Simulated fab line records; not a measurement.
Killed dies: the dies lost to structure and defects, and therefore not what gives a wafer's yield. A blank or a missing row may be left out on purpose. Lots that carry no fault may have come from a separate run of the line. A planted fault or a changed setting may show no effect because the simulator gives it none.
Matching of chambers + flow gf180mcu + GF_V4_CMP_26 on cmp-01: 4 sister chambers
The step polishes, stops on SiO2, t overpolish 15 s, target thk 0 nm. 8 wafers are shown with their chamber, then 11 later ones without.

## EACH WAFER AND ITS CHAMBER
| wafer  | chamber | motorCurrentA (A) | timeToEndpointS (s) |
|--------|---------|-------------------|---------------------|
| L084.4 | 3       | 9.8               | 80                  |
| L085.2 | 0       | 9.3               | 77                  |
| L085.4 | 1       | 11.6              | 82                  |
| L085.5 | 2       | 12.3              | 89                  |
| L089.3 | 1       | 11.8              | 81                  |
| L089.4 | 3       | 9.3               | 82                  |
| L089.6 | 2       | 11.7              | 90                  |
| L092.3 | 0       | 8.9               | 82                  |

## WAFERS WITHOUT THEIR CHAMBER
| wafer  | motorCurrentA (A) | timeToEndpointS (s) |
|--------|-------------------|---------------------|
| L092.4 | 12.1              | 85                  |
| L092.6 | 8.8               | 83                  |
| L093.2 | 9.3               | 81                  |
| L093.3 | 9.3               | 80                  |
| L093.4 | 11.7              | 81                  |
| L095.1 | 9.2               | 82                  |
| L095.3 | 12.0              | 81                  |
| L095.5 | 11.8              | 82                  |
| L096.1 | 11.2              | 79                  |
| L096.2 | 9.3               | 77                  |
| L096.6 | 11.6              | 85                  |

## THE CHAMBER EACH PASSED THROUGH
| wafer  | from the rows above     | in truth |
|--------|-------------------------|----------|
| L092.4 | can't be placed: 1 or 2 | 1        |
| L092.6 | can't be placed: 0 or 3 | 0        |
| L093.2 | can't be placed: 3 or 0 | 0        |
| L093.3 | can't be placed: 0 or 3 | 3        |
| L093.4 | 1                       | 1        |
| L095.1 | can't be placed: 3 or 0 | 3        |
| L095.3 | 1                       | 1        |
| L095.5 | 1                       | 1        |
| L096.1 | 1                       | 1        |
| L096.2 | can't be placed: 0 or 3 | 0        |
| L096.6 | can't be placed: 1 or 2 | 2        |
Placed correctly: 4 of 11. Can't be placed from these rows: 7 (the true chamber is among the candidates in 7). Placed wrongly: 0.
How it was worked out, from the rows above alone: a wafer's distance from a chamber is the root of the sum, over the readings, of the square of ((its reading less the chamber's mean) divided by the reading's scatter). The wafer belongs to the nearest chamber; if the next one is less than 2 further off, it can't be placed. Each chamber's mean is taken over the wafers shown for it. The scatter: the root of (the sum of the squares of (reading less its chamber's mean) over the shown wafers, divided by (wafers less chambers)).
